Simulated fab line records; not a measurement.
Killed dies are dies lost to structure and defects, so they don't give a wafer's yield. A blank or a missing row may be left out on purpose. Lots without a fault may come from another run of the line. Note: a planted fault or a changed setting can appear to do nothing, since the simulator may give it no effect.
fab line records ; flow sky130 ; part 1 of 2: steps 1 to 23 of 31
[record] lots = 5; wafers = 15; last_day = 50
route steps=708 shown VIA4@648 METAL5@661
lots untouched by any fault: they come from a run of this same line in which no faults occurred
start_h: the number of hours between the record's first day and the start of the first shown wafer of the lot ; wait_h: time in hours since the lot's previous step ; " same as the row above ; L1.1+2: a row that stands for several wafers ; - no value present, or no start provided ; * or withheld: withheld ; < > ~ a bound
route shown NAME@n: NAME is a module with steps in the file, n the number in the route of the first one ; usual: the fault-free wafers' mean and standard deviation ; same: alike in all rows ; chamber/n: place in a boat ; sites: each site's reading ; _std_site: standard deviation of those values ; _edge_site: the outer-site mean with the inner-site mean subtracted ; radius_mm: for every site, how far away it sits from the centre of the wafer ; mask NAME#n: copy n ; behind: the most recent tool/chamber to have shaped the wafer ; hold: cause of the lot's hold/its duration in hours/its outcome ; device: transistor that didn't switch, given as n, p or np ; end of line: at the end of the route, the tests of the same wafers ; where a step has no rows: the recipe by itself ; killed: not the wafer's yield, but the dies lost to structure and defects at the first sort ; map: the dies of a wafer, with x for killed, . for not killed, _ for no die there
set.NAME: the run value of the setting; set.NAME@STEP: its run value at that earlier step ; model.NAME: the simulator's own value behind a step, which no gauge read
lots at some steps of the route; a table a step, a row a wafer
services: when a tool's chamber went out of use (start_h, in hours from the record's first day, below 0 if earlier), for how many hours, and the reason
[[steps]]
[step SKY_VIA4_PEB_09]
[recipe] temp_c = withheld; time_s = *; resist = NOVOLAK
[usual] exhaust_pa = 45.1/0.97; resist_line_temp_C = *
lot.wafer;tool;chamber;start_h;wait_h;exhaust_pa;resist_line_temp_C
L074.2;litho_track-01;0;-;-;44.1;*
L074.3;litho_track-01;0;-;-;45.3;*
L074.6;litho_track-01;0;-;-;45.7;*
L090.1;litho_track-01;0;-;-;44.2;*
L090.2;litho_track-01;0;-;-;45.4;*
L090.3;litho_track-01;0;-;-;44.5;*
L093.3;litho_track-03;0;-;-;45.7;*
L093.4;litho_track-03;0;-;-;45.4;*
L093.5;litho_track-03;0;-;-;45.8;*
L095.1;litho_track-03;0;-;-;43.8;*
L095.3;litho_track-03;0;-;-;44.2;*
L095.4;litho_track-03;0;-;-;43.8;*
L096.1;litho_track-03;0;-;-;45.1;*
L096.4;litho_track-03;0;-;-;45.2;*
L096.5;litho_track-03;0;-;-;43.8;*
[step SKY_VIA4_DEVELOP_10]
[recipe] resist = NOVOLAK; developer = TMAH; develop_time_s = 60; dev_temp_c = 23
[usual] exhaust_pa = 45.0/0.85; resist_line_temp_C = 22.98/0.092
lot.wafer;tool;chamber;start_h;wait_h;exhaust_pa;resist_line_temp_C
L074.2;litho_track-01;0;991.65;0.1;45.8;23.06
L074.3;litho_track-01;0;991.65;0.1;46.2;23.10
L074.6;litho_track-01;0;991.65;0.1;44.6;23.00
L090.1;litho_track-01;0;1109.52;0.1;44.8;23.12
L090.2;litho_track-01;0;1109.52;0.1;45.5;23.03
L090.3;litho_track-01;0;1109.52;0.1;46.3;22.92
L093.3;litho_track-03;0;1137.24;0.1;43.9;22.94
L093.4;litho_track-03;0;1137.24;0.1;45.1;22.97
L093.5;litho_track-03;0;1137.24;0.1;45.2;22.96
L095.1;litho_track-03;0;1141.24;0.1;45.2;22.93
L095.3;litho_track-03;0;1141.24;0.1;46.4;22.85
L095.4;litho_track-03;0;1141.24;0.1;46.9;23.12
L096.1;litho_track-03;0;1145.74;0.1;45.5;22.99
L096.4;litho_track-03;0;1145.74;0.1;45.1;23.08
L096.5;litho_track-03;0;1145.74;0.1;44.8;22.92
[step SKY_VIA4_OVL_MEAS_11]
[usual] VIA4_OVL = 0.1/1.6
lot.wafer;tool;chamber;start_h;wait_h;VIA4_OVL[nm]
L074.2;overlay-02;-;991.78;0.1;0.0
L074.3;overlay-02;-;991.78;0.1;1.4
L074.6;overlay-02;-;991.78;0.1;1.6
L090.1;overlay-01;-;1109.67;0.1;-2.7
L090.2;overlay-01;-;1109.67;0.1;-0.7
L090.3;overlay-01;-;1109.67;0.1;-1.4
L093.3;overlay-02;-;1137.35;0.1;-1.1
L093.4;overlay-02;-;1137.35;0.1;-0.9
L093.5;overlay-02;-;1137.35;0.1;1.5
L095.1;overlay-01;-;1141.39;0.1;0.2
L095.3;overlay-01;-;1141.39;0.1;0.1
L095.4;overlay-01;-;1141.39;0.1;0.3
L096.1;overlay-01;-;1145.89;0.1;2.8
L096.4;overlay-01;-;1145.89;0.1;0.8
L096.5;overlay-01;-;1145.89;0.1;0.0
[step SKY_VIA4_ETCH_12]
[recipe] target = SiO2; chemistry = C4F8/O2/Ar; stop_on = TiN; mask_material = NOVOLAK; source_w = 1500; bias_w = 1200; pressure_mtorr = 40; c4f8_flow_sccm = withheld; O2_flow_sccm = 6; Ar_flow_sccm = 300; time_s = withheld; target_depth_a = 5800
[usual] oes_product_au = 0.925/0.0043
lot.wafer;tool;chamber;start_h;wait_h;oes_product_au
L074.2;rie_diel-02;3;991.81;0.0;0.920
L074.3;rie_diel-02;2;991.81;0.0;0.924
L074.6;rie_diel-02;2;991.81;0.0;0.921
L090.1;rie_diel-01;1;1109.71;0.0;0.925
L090.2;rie_diel-01;3;1109.71;0.0;0.931
L090.3;rie_diel-01;2;1109.71;0.0;0.930
L093.3;rie_diel-01;3;1137.37;0.0;0.926
L093.4;rie_diel-01;1;1137.37;0.0;0.931
L093.5;rie_diel-01;1;1137.37;0.0;0.924
L095.1;rie_diel-01;1;1141.42;0.0;0.926
L095.3;rie_diel-01;2;1141.42;0.0;0.929
L095.4;rie_diel-01;3;1141.42;0.0;0.925
L096.1;rie_diel-02;1;1145.92;0.0;0.918
L096.4;rie_diel-02;3;1145.92;0.0;0.922
L096.5;rie_diel-02;3;1145.92;0.0;0.927
[step SKY_VIA4_STRIP_13]
[recipe] chemistry = O2/N2; power_w = 1400; pressure_mtorr = 1500; platen_temp_c = withheld; o2_flow_sccm = 3000; n2_flow_sccm = 300; overash_fraction = 0.5
[usual] drypump_motor_current_A = 5.8/0.43; oes_product_au = 0.710/0.0043; strip_time_to_endpoint_s = 12.81/0.035
lot.wafer;tool;chamber;start_h;wait_h;drypump_motor_current_A;oes_product_au;rf_hours_counter_h;strip_time_to_endpoint_s
L074.2;plasma_asher-02;0;991.88;-;5.4;0.715;26;12.80
L074.3;plasma_asher-02;1;991.88;-;5.7;0.714;-;12.83
L074.6;plasma_asher-02;1;991.88;-;5.7;0.710;-;12.83
L090.1;plasma_asher-01;1;1109.78;-;6.6;0.703;4;12.89
L090.2;plasma_asher-01;0;1109.78;-;6.5;0.721;4;12.88
L090.3;plasma_asher-01;1;1109.78;-;6.6;0.711;-;12.87
L093.3;plasma_asher-01;1;1137.48;-;6.6;0.706;-;12.83
L093.4;plasma_asher-01;0;1137.48;-;6.5;0.713;-;12.77
L093.5;plasma_asher-01;1;1137.48;-;6.6;0.712;-;12.82
L095.1;plasma_asher-02;1;1141.49;-;5.7;0.705;41;12.78
L095.3;plasma_asher-02;1;1141.49;-;5.7;0.715;-;12.79
L095.4;plasma_asher-02;0;1141.49;-;5.3;0.710;-;12.81
L096.1;plasma_asher-03;0;1145.99;-;5.6;0.710;74;12.84
L096.4;plasma_asher-03;1;1145.99;-;5.7;0.711;-;12.80
L096.5;plasma_asher-03;1;1145.99;-;5.8;0.706;-;12.84
[step SKY_VIA4_STRIP_14]
[recipe] chemistry = post_etch_residue_remover; time_s = 1200; temp_c = 72.5
[usual] bath_heat_duty_pct = 15.0/1.4
lot.wafer;tool;chamber;start_h;wait_h;bath_heat_duty_pct
L074.2;wet_bench-02;1;991.98;0.1;14.2
L074.3;wet_bench-02;1;991.98;0.1;16.2
L074.6;wet_bench-02;1;991.98;0.1;15.1
L090.1;wet_bench-01;3;1109.88;0.1;13.8
L090.2;wet_bench-01;3;1109.88;0.1;14.2
L090.3;wet_bench-01;3;1109.88;0.1;15.5
L093.3;wet_bench-04;0;1137.54;0.0;16.7
L093.4;wet_bench-04;0;1137.54;0.0;17.0
L093.5;wet_bench-04;0;1137.54;0.0;16.9
L095.1;wet_bench-04;1;1141.59;0.1;16.5
L095.3;wet_bench-04;1;1141.59;0.1;14.1
L095.4;wet_bench-04;1;1141.59;0.1;14.8
L096.1;wet_bench-04;0;1146.09;0.1;17.6
L096.4;wet_bench-04;0;1146.09;0.1;15.9
L096.5;wet_bench-04;0;1146.09;0.1;17.5
[step SKY_VIA4_CLEAN_15]
[recipe] chemistry = IPA; time_s = 180; temp_c = 25
[usual] bath_heat_duty_pct = 6.2/0.66
lot.wafer;tool;chamber;start_h;wait_h;bath_heat_duty_pct
L074.2;wet_bench-01;0;992.35;0.0;7.4
L074.3;wet_bench-01;0;992.35;0.0;7.6
L074.6;wet_bench-01;0;992.35;0.0;6.8
L090.1;wet_bench-01;1;1110.29;0.0;6.1
L090.2;wet_bench-01;1;1110.29;0.0;6.5
L090.3;wet_bench-01;1;1110.29;0.0;7.1
L093.3;wet_bench-04;3;1137.98;0.1;5.7
L093.4;wet_bench-04;3;1137.98;0.1;6.0
L093.5;wet_bench-04;3;1137.98;0.1;6.3
L095.1;wet_bench-01;3;1141.97;0.0;5.9
L095.3;wet_bench-01;3;1141.97;0.0;6.3
L095.4;wet_bench-01;3;1141.97;0.0;7.0
L096.1;wet_bench-04;2;1146.47;0.0;6.4
L096.4;wet_bench-04;2;1146.47;0.0;7.2
L096.5;wet_bench-04;2;1146.47;0.0;5.9
[step SKY_VIA4_CLEAN_16]
[recipe] chemistry = O3/DIW; dry = n2_spin
lot.wafer;tool;chamber;start_h;wait_h
L074.2+3+6;wet_bench-04;3;992.41;0.0
L090.1+2+3;wet_bench-04;3;1110.36;0.0
L093.3+4+5;wet_bench-02;0;1138.06;0.0
L095.1+3+4;wet_bench-04;0;1142.03;0.0
L096.1+4+5;wet_bench-04;1;1146.53;0.0
[step SKY_VIA4_SPUTTER_17]
[recipe] material = TiN; target_thk_nm = 20; chamber_pressure_pa = 5; power_w = 4000; time_s = 80
[usual] throttle_valve_pct = 29.9/1.2
lot.wafer;tool;chamber;start_h;wait_h;throttle_valve_pct
L074.2;pvd_sputter-03;-;992.51;0.0;31.3
L074.3;pvd_sputter-03;-;992.51;0.0;30.5
L074.6;pvd_sputter-03;-;992.51;0.0;31.5
L090.1;pvd_sputter-03;-;1110.45;0.0;31.8
L090.2;pvd_sputter-03;-;1110.45;0.0;28.6
L090.3;pvd_sputter-03;-;1110.45;0.0;30.0
L093.3;pvd_sputter-04;-;1138.15;0.0;31.6
L093.4;pvd_sputter-04;-;1138.15;0.0;28.6
L093.5;pvd_sputter-04;-;1138.15;0.0;28.2
L095.1;pvd_sputter-01;-;1142.13;0.0;27.6
L095.3;pvd_sputter-01;-;1142.13;0.0;29.8
L095.4;pvd_sputter-01;-;1142.13;0.0;30.7
L096.1;pvd_sputter-03;-;1146.63;0.0;30.0
L096.4;pvd_sputter-03;-;1146.63;0.0;30.4
L096.5;pvd_sputter-03;-;1146.63;0.0;29.9
[step SKY_VIA4_CVD_18]
[recipe] material = W; target_thk_nm = 505; time_s = 152.14; temp_c = 400; pressure_torr = 40
[usual] heater_power_w = 840/97
lot.wafer;tool;chamber;start_h;wait_h;heater_power_w
L074.2;cvd_w-02;0;992.57;0.0;851
L074.3;cvd_w-02;0;992.57;0.0;862
L074.6;cvd_w-02;1;992.57;0.0;711
L090.1;cvd_w-02;0;1110.52;0.0;871
L090.2;cvd_w-02;1;1110.52;0.0;709
L090.3;cvd_w-02;1;1110.52;0.0;710
L093.3;cvd_w-01;1;1138.26;0.1;937
L093.4;cvd_w-01;0;1138.26;0.1;929
L093.5;cvd_w-01;1;1138.26;0.1;935
L095.1;cvd_w-02;0;1142.19;0.0;859
L095.3;cvd_w-02;0;1142.19;0.0;860
L095.4;cvd_w-02;1;1142.19;0.0;698
L096.1;cvd_w-01;1;1146.69;0.0;922
L096.4;cvd_w-01;1;1146.69;0.0;925
L096.5;cvd_w-01;1;1146.69;0.0;948
[step SKY_VIA4_RS_MEAS_19]
[recipe] thk_meas_gauge = four-point-probe; reads = W_of_VIA4_CVD_18+TiN_of_VIA4_SPUTTER_17
[usual] VIA4_W_RS = 0.228/0.003
lot.wafer;tool;chamber;start_h;wait_h;VIA4_W_RS[ohm/sq]
L074.2;film_metro-01;-;992.75;0.1;0.229
L074.3;film_metro-01;-;992.75;0.1;0.227
L074.6;film_metro-01;-;992.75;0.1;0.230
L090.1;film_metro-01;-;1110.67;0.1;0.223
L090.2;film_metro-01;-;1110.67;0.1;0.229
L090.3;film_metro-01;-;1110.67;0.1;0.231
L093.3;film_metro-01;-;1138.40;0.1;0.232
L093.4;film_metro-01;-;1138.40;0.1;0.227
L093.5;film_metro-01;-;1138.40;0.1;0.230
L095.1;film_metro-01;-;1142.34;0.1;0.228
L095.3;film_metro-01;-;1142.34;0.1;0.228
L095.4;film_metro-01;-;1142.34;0.1;0.228
L096.1;film_metro-04;-;1146.84;0.1;0.234
L096.4;film_metro-04;-;1146.84;0.1;0.236
L096.5;film_metro-04;-;1146.84;0.1;0.233
[step SKY_VIA4_THK_MEAS_20]
[recipe] thk_meas_gauge = xrf; reads = W_of_VIA4_CVD_18
[usual] VIA4_W_THK = 499/9
lot.wafer;tool;chamber;start_h;wait_h;VIA4_W_THK[nm]
L074.2;film_metro-01;-;992.86;0.1;490
L074.3;film_metro-01;-;992.86;0.1;494
L074.6;film_metro-01;-;992.86;0.1;485
L090.1;film_metro-01;-;1110.79;0.1;502
L090.2;film_metro-01;-;1110.79;0.1;488
L090.3;film_metro-01;-;1110.79;0.1;486
L093.3;film_metro-01;-;1138.50;0.1;485
L093.4;film_metro-01;-;1138.50;0.1;498
L093.5;film_metro-01;-;1138.50;0.1;495
L095.1;film_metro-01;-;1142.46;0.1;493
L095.3;film_metro-01;-;1142.46;0.1;495
L095.4;film_metro-01;-;1142.46;0.1;496
L096.1;film_metro-04;-;1146.96;0.1;496
L096.4;film_metro-04;-;1146.96;0.1;492
L096.5;film_metro-04;-;1146.96;0.1;499
[step SKY_VIA4_CMP_21]
[recipe] stop_on = SiO2; t_overpolish_s = 25; down_force_psi = 3.5; platen_rpm = 60; target_thk_nm = 0; pad_velocity_m_s = 0.94248
[usual] motor_current_A = 10.1/1.2; overpolish_run_s = 24.999/0.0098; platen_rpm = 60.00/0.041; time_to_endpoint_s = 121/3.9
lot.wafer;tool;chamber;start_h;wait_h;motor_current_A;overpolish_run_s;platen_rpm;time_to_endpoint_s
L074.2;cmp-02;2;992.91;0.0;7.7;24.990;60.01;119
L074.3;cmp-02;3;992.91;0.0;10.3;24.994;60.01;113
L074.6;cmp-02;2;992.91;0.0;7.4;25.015;60.00;117
L090.2;cmp-02;1;1110.90;0.1;10.8;25.019;60.02;118
L090.1;cmp-02;2;1110.90;0.1;7.6;25.011;60.01;123
L090.3;cmp-02;3;1110.90;0.1;10.1;24.998;60.00;116
L093.4;cmp-01;3;1138.58;0.1;10.9;25.001;60.06;124
L093.3;cmp-01;1;1138.58;0.1;9.6;24.992;59.91;115
L093.5;cmp-01;3;1138.58;0.1;10.6;24.981;60.06;121
L095.3;cmp-01;1;1142.52;0.0;10.2;25.001;59.95;120
L095.4;cmp-01;2;1142.52;0.0;8.8;25.004;59.98;124
L095.1;cmp-01;0;1142.52;0.0;10.9;24.982;59.90;124
L096.4;cmp-02;3;1147.08;0.1;10.0;25.001;60.01;119
L096.1;cmp-02;1;1147.08;0.1;11.5;24.992;60.00;117
L096.5;cmp-02;0;1147.08;0.1;11.6;25.011;60.00;116
[step SKY_METAL5_SPUTTER_00]
[recipe] material = Ti; target_thk_nm = 15; power_w = 3000; time_s = 10; chamber_pressure_pa = 0.4
[usual] throttle_valve_pct = 29.6/1
lot.wafer;tool;chamber;start_h;wait_h;throttle_valve_pct
L074.2;pvd_sputter-01;-;993.21;0.2;29.0
L074.3;pvd_sputter-01;-;993.21;0.2;29.7
L074.6;pvd_sputter-01;-;993.21;0.2;27.5
L090.1;pvd_sputter-02;-;1111.15;0.1;28.9
L090.2;pvd_sputter-02;-;1111.15;0.1;29.6
L090.3;pvd_sputter-02;-;1111.15;0.1;30.3
L093.3;pvd_sputter-01;-;1138.88;0.1;27.7
L093.4;pvd_sputter-01;-;1138.88;0.1;28.7
L093.5;pvd_sputter-01;-;1138.88;0.1;29.5
L095.1;pvd_sputter-01;-;1142.82;0.1;27.9
L095.3;pvd_sputter-01;-;1142.82;0.1;30.4
L095.4;pvd_sputter-01;-;1142.82;0.1;29.9
L096.1;pvd_sputter-01;-;1147.38;0.1;29.2
L096.4;pvd_sputter-01;-;1147.38;0.1;30.3
L096.5;pvd_sputter-01;-;1147.38;0.1;30.1
[step SKY_METAL5_SPUTTER_01]
[recipe] material = TiN; target_thk_nm = 20; power_w = 6500; time_s = 16.7; chamber_pressure_pa = 0.4
[usual] throttle_valve_pct = 29.6/1
lot.wafer;tool;chamber;start_h;wait_h;throttle_valve_pct
L074.2;pvd_sputter-01;-;993.23;0.0;29.0
L074.3;pvd_sputter-01;-;993.23;0.0;29.6
L074.6;pvd_sputter-01;-;993.23;0.0;27.8
L090.1;pvd_sputter-02;-;1111.17;0.0;29.0
L090.2;pvd_sputter-02;-;1111.17;0.0;29.4
L090.3;pvd_sputter-02;-;1111.17;0.0;30.1
L093.3;pvd_sputter-01;-;1138.91;0.0;27.7
L093.4;pvd_sputter-01;-;1138.91;0.0;29.5
L093.5;pvd_sputter-01;-;1138.91;0.0;29.7
L095.1;pvd_sputter-01;-;1142.84;0.0;27.7
L095.3;pvd_sputter-01;-;1142.84;0.0;30.3
L095.4;pvd_sputter-01;-;1142.84;0.0;30.0
L096.1;pvd_sputter-01;-;1147.40;0.0;29.1
L096.4;pvd_sputter-01;-;1147.40;0.0;30.2
L096.5;pvd_sputter-01;-;1147.40;0.0;30.0
[step SKY_METAL5_SPUTTER_02]
[recipe] material = AlCu; target_thk_nm = 1150; power_w = 10600; time_s = 61.2; chamber_pressure_pa = 0.4
[usual] throttle_valve_pct = 29.6/1
lot.wafer;tool;chamber;start_h;wait_h;throttle_valve_pct
L074.2;pvd_sputter-01;-;993.25;0.0;29.0
L074.3;pvd_sputter-01;-;993.25;0.0;30.2
L074.6;pvd_sputter-01;-;993.25;0.0;27.6
L090.1;pvd_sputter-02;-;1111.20;0.0;28.8
L090.2;pvd_sputter-02;-;1111.20;0.0;29.2
L090.3;pvd_sputter-02;-;1111.20;0.0;30.2
L093.3;pvd_sputter-01;-;1138.93;0.0;27.9
L093.4;pvd_sputter-01;-;1138.93;0.0;29.3
L093.5;pvd_sputter-01;-;1138.93;0.0;29.9
L095.1;pvd_sputter-01;-;1142.87;0.0;28.1
L095.3;pvd_sputter-01;-;1142.87;0.0;30.3
L095.4;pvd_sputter-01;-;1142.87;0.0;29.8
L096.1;pvd_sputter-01;-;1147.43;0.0;29.0
L096.4;pvd_sputter-01;-;1147.43;0.0;30.3
L096.5;pvd_sputter-01;-;1147.43;0.0;29.9
[step SKY_METAL5_SPUTTER_03]
[recipe] material = Ti; target_thk_nm = 5; power_w = 3000; time_s = 3.3; chamber_pressure_pa = 0.4
[usual] throttle_valve_pct = 29.6/1
lot.wafer;tool;chamber;start_h;wait_h;throttle_valve_pct
L074.2;pvd_sputter-01;-;993.30;0.0;29.2
L074.3;pvd_sputter-01;-;993.30;0.0;29.6
L074.6;pvd_sputter-01;-;993.30;0.0;28.1
L090.1;pvd_sputter-02;-;1111.25;0.0;29.0
L090.2;pvd_sputter-02;-;1111.25;0.0;29.2
L090.3;pvd_sputter-02;-;1111.25;0.0;30.2
L093.3;pvd_sputter-01;-;1138.98;0.0;28.0
L093.4;pvd_sputter-01;-;1138.98;0.0;29.1
L093.5;pvd_sputter-01;-;1138.98;0.0;29.8
L095.1;pvd_sputter-01;-;1142.92;0.0;27.6
L095.3;pvd_sputter-01;-;1142.92;0.0;30.4
L095.4;pvd_sputter-01;-;1142.92;0.0;29.8
L096.1;pvd_sputter-01;-;1147.48;0.0;29.2
L096.4;pvd_sputter-01;-;1147.48;0.0;30.3
L096.5;pvd_sputter-01;-;1147.48;0.0;29.8
[step SKY_METAL5_SPUTTER_04]
[recipe] material = TiN; target_thk_nm = 70; power_w = 6500; time_s = 58.3; chamber_pressure_pa = 0.4
[usual] throttle_valve_pct = 29.6/1
lot.wafer;tool;chamber;start_h;wait_h;throttle_valve_pct
L074.2;pvd_sputter-01;-;993.32;0.0;28.9
L074.3;pvd_sputter-01;-;993.32;0.0;30.0
L074.6;pvd_sputter-01;-;993.32;0.0;28.0
L090.1;pvd_sputter-02;-;1111.27;0.0;28.8
L090.2;pvd_sputter-02;-;1111.27;0.0;29.3
L090.3;pvd_sputter-02;-;1111.27;0.0;30.1
L093.3;pvd_sputter-01;-;1139.00;0.0;27.6
L093.4;pvd_sputter-01;-;1139.00;0.0;29.2
L093.5;pvd_sputter-01;-;1139.00;0.0;30.0
L095.1;pvd_sputter-01;-;1142.94;0.0;27.7
L095.3;pvd_sputter-01;-;1142.94;0.0;30.3
L095.4;pvd_sputter-01;-;1142.94;0.0;30.0
L096.1;pvd_sputter-01;-;1147.50;0.0;29.2
L096.4;pvd_sputter-01;-;1147.50;0.0;30.1
L096.5;pvd_sputter-01;-;1147.50;0.0;29.8
[step SKY_METAL5_RS_MEAS_05]
[recipe] thk_meas_gauge = four-point-probe; reads = TiN_of_METAL5_SPUTTER_04+Ti_of_METAL5_SPUTTER_03+AlCu_of_METAL5_SPUTTER_02+TiN_of_METAL5_SPUTTER_01+Ti_of_METAL5_SPUTTER_00
[usual] METAL5_ALCU_RS = 0.02696/0.00022
lot.wafer;tool;chamber;start_h;wait_h;METAL5_ALCU_RS[ohm/sq]
L074.2;film_metro-02;-;993.39;0.0;0.02653
L074.3;film_metro-02;-;993.39;0.0;0.02661
L074.6;film_metro-02;-;993.39;0.0;0.02673
L090.1;film_metro-03;-;1111.32;0.0;0.0268
L090.2;film_metro-03;-;1111.32;0.0;0.02678
L090.3;film_metro-03;-;1111.32;0.0;0.02675
L093.3;film_metro-02;-;1139.09;0.1;0.02684
L093.4;film_metro-02;-;1139.09;0.1;0.02689
L093.5;film_metro-02;-;1139.09;0.1;0.02682
L095.1;film_metro-03;-;1142.98;0.0;0.02687
L095.3;film_metro-03;-;1142.98;0.0;0.02677
L095.4;film_metro-03;-;1142.98;0.0;0.02666
L096.1;film_metro-04;-;1147.54;0.0;0.02659
L096.4;film_metro-04;-;1147.54;0.0;0.02676
L096.5;film_metro-04;-;1147.54;0.0;0.02671
[step SKY_METAL5_THK_MEAS_06]
[recipe] thk_meas_gauge = xrf; reads = AlCu_of_METAL5_SPUTTER_02
[usual] METAL5_ALCU_THK = 1144/11
lot.wafer;tool;chamber;start_h;wait_h;METAL5_ALCU_THK[nm]
L074.2;film_metro-02;-;993.50;0.1;1162
L074.3;film_metro-02;-;993.50;0.1;1153
L074.6;film_metro-02;-;993.50;0.1;1151
L090.1;film_metro-03;-;1111.44;0.1;1156
L090.2;film_metro-03;-;1111.44;0.1;1157
L090.3;film_metro-03;-;1111.44;0.1;1156
L093.3;film_metro-02;-;1139.19;0.1;1143
L093.4;film_metro-02;-;1139.19;0.1;1131
L093.5;film_metro-02;-;1139.19;0.1;1144
L095.1;film_metro-03;-;1143.10;0.1;1146
L095.3;film_metro-03;-;1143.10;0.1;1153
L095.4;film_metro-03;-;1143.10;0.1;1150
L096.1;film_metro-04;-;1147.66;0.1;1167
L096.4;film_metro-04;-;1147.66;0.1;1152
L096.5;film_metro-04;-;1147.66;0.1;1158
[step SKY_METAL5_DEHYDRATE_07]
[recipe] temp_c = 200; time_s = 60
[usual] exhaust_pa = 44.9/0.91; resist_line_temp_C = 22.99/0.093
lot.wafer;tool;chamber;start_h;wait_h;exhaust_pa;resist_line_temp_C
L074.2;litho_track-01;0;1004.60;11.1;45.5;23.03
L074.3;litho_track-01;0;1004.60;11.1;45.6;22.97
L074.6;litho_track-01;0;1004.60;11.1;46.4;22.92
L090.1;litho_track-04;0;1120.71;9.3;44.8;22.86
L090.2;litho_track-04;0;1120.71;9.3;45.2;22.79
L090.3;litho_track-04;0;1120.71;9.3;44.4;22.94
L093.3;litho_track-04;0;1147.01;7.8;43.9;23.12
L093.4;litho_track-04;0;1147.01;7.8;45.3;23.04
L093.5;litho_track-04;0;1147.01;7.8;47.1;23.01
L095.1;litho_track-01;0;1151.13;8.0;45.5;22.95
L095.3;litho_track-01;0;1151.13;8.0;45.2;22.98
L095.4;litho_track-01;0;1151.13;8.0;44.9;22.99
L096.1;litho_track-02;0;1156.27;8.6;45.1;23.14
L096.4;litho_track-02;0;1156.27;8.6;45.9;23.09
L096.5;litho_track-02;0;1156.27;8.6;45.2;22.99
[step SKY_METAL5_HMDS_08]
[recipe] prime_time_s = 60; prime_temp_c = 120
[usual] exhaust_pa = 45.1/0.87; prime_temp_c = 119.99/0.14; resist_line_temp_C = 23.00/0.1
lot.wafer;tool;chamber;start_h;wait_h;exhaust_pa;prime_temp_c;resist_line_temp_C
L074.2;litho_track-01;0;1004.75;0.1;46.3;120.13;23.13
L074.3;litho_track-01;0;1004.75;0.1;44.8;119.99;23.19
L074.6;litho_track-01;0;1004.75;0.1;45.5;120.11;23.17
L090.1;litho_track-04;0;1120.86;0.1;46.0;119.82;22.75
L090.2;litho_track-04;0;1120.86;0.1;45.2;120.03;23.00
L090.3;litho_track-04;0;1120.86;0.1;45.4;120.15;23.00
L093.3;litho_track-04;0;1147.16;0.1;44.6;119.75;23.05
L093.4;litho_track-04;0;1147.16;0.1;44.8;119.59;22.85
L093.5;litho_track-04;0;1147.16;0.1;44.2;119.73;22.94
L095.1;litho_track-01;0;1151.28;0.1;44.0;120.19;23.02
L095.3;litho_track-01;0;1151.28;0.1;44.0;120.12;23.08
L095.4;litho_track-01;0;1151.28;0.1;45.1;119.94;23.12
L096.1;litho_track-02;0;1156.42;0.1;45.1;119.74;22.98
L096.4;litho_track-02;0;1156.42;0.1;45.7;119.79;22.91
L096.5;litho_track-02;0;1156.42;0.1;45.4;119.87;23.10
[step SKY_METAL5_COAT_09]
[recipe] resist = NOVOLAK; spin_rpm = 3000; resist_thk_nm = 1800
[usual] exhaust_pa = 45.1/0.99; resist_line_temp_C = 23.02/0.11
lot.wafer;tool;chamber;start_h;wait_h;exhaust_pa;resist_line_temp_C
L074.2;litho_track-01;0;1004.90;0.1;43.5;22.86
L074.3;litho_track-01;0;1004.90;0.1;44.9;22.86
L074.6;litho_track-01;0;1004.90;0.1;44.9;23.03
L090.1;litho_track-04;0;1121.01;0.1;46.1;23.07
L090.2;litho_track-04;0;1121.01;0.1;46.5;23.12
L090.3;litho_track-04;0;1121.01;0.1;47.1;23.18
L093.3;litho_track-04;0;1147.31;0.1;45.9;23.06
L093.4;litho_track-04;0;1147.31;0.1;45.0;22.97
L093.5;litho_track-04;0;1147.31;0.1;45.3;22.95
L095.1;litho_track-01;0;1151.43;0.1;46.8;23.02
L095.3;litho_track-01;0;1151.43;0.1;46.4;23.08
L095.4;litho_track-01;0;1151.43;0.1;46.3;22.98
L096.1;litho_track-02;0;1156.57;0.1;46.8;22.88
L096.4;litho_track-02;0;1156.57;0.1;46.6;23.00
L096.5;litho_track-02;0;1156.57;0.1;44.8;22.99
